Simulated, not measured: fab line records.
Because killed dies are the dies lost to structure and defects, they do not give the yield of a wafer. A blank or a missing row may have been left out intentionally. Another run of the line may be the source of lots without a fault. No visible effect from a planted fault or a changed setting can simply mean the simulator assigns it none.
Matching of chambers | flow sfqLine | rieDiel-03 running SFQ_TRILAYER_C5_BARC_OPEN_VIA_ETCH_210: 4 sister chambers
The step etches BARC in O2, target depth 125 nm, time 41.7 s. 4 wafers are shown with their chamber, then 7 later ones without.

== WAFERS WITH THEIR CHAMBER ==
wafer  | chamber | oesProductAu (a.u.)
L272.2 | 1       | 0.686
L272.4 | 3       | 0.691
L273.2 | 2       | 0.684
L273.3 | 0       | 0.686

== WAFERS WITHOUT THEIR CHAMBER ==
wafer  | oesProductAu (a.u.)
L273.5 | 0.685
L275.3 | 0.682
L275.4 | 0.689
L275.5 | 0.688
L276.3 | 0.681
L276.5 | 0.690
L276.6 | 0.682

== WHICH CHAMBER EACH ONE RAN IN ==
wafer  | from the rows above               | in truth
L273.5 | can't be placed: 0 or 1 or 2      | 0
L275.3 | can't be placed: 2 or 0 or 1      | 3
L275.4 | can't be placed: 3 or 0 or 1 or 2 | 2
L275.5 | can't be placed: 0 or 1 or 3 or 2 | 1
L276.3 | can't be placed: 2 or 0 or 1      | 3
L276.5 | can't be placed: 3 or 0 or 1      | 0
L276.6 | can't be placed: 2 or 0 or 1      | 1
Correctly placed: 0 of 7. Not placeable from these rows: 7 (in 5, the candidates include the true chamber). Wrongly placed: 0.
How it was worked out, from the rows above alone: a wafer's distance from a chamber is the root of the sum, over the readings, of the square of ((its reading less the chamber's mean) divided by the reading's scatter). The wafer belongs to the nearest chamber; if the next one is less than 2 further off, it can't be placed. The mean given for a chamber averages the wafers shown for that chamber. The scatter: root of mean squared gap, hidden wafer to nearest shown wafer, with one shown wafer a chamber.
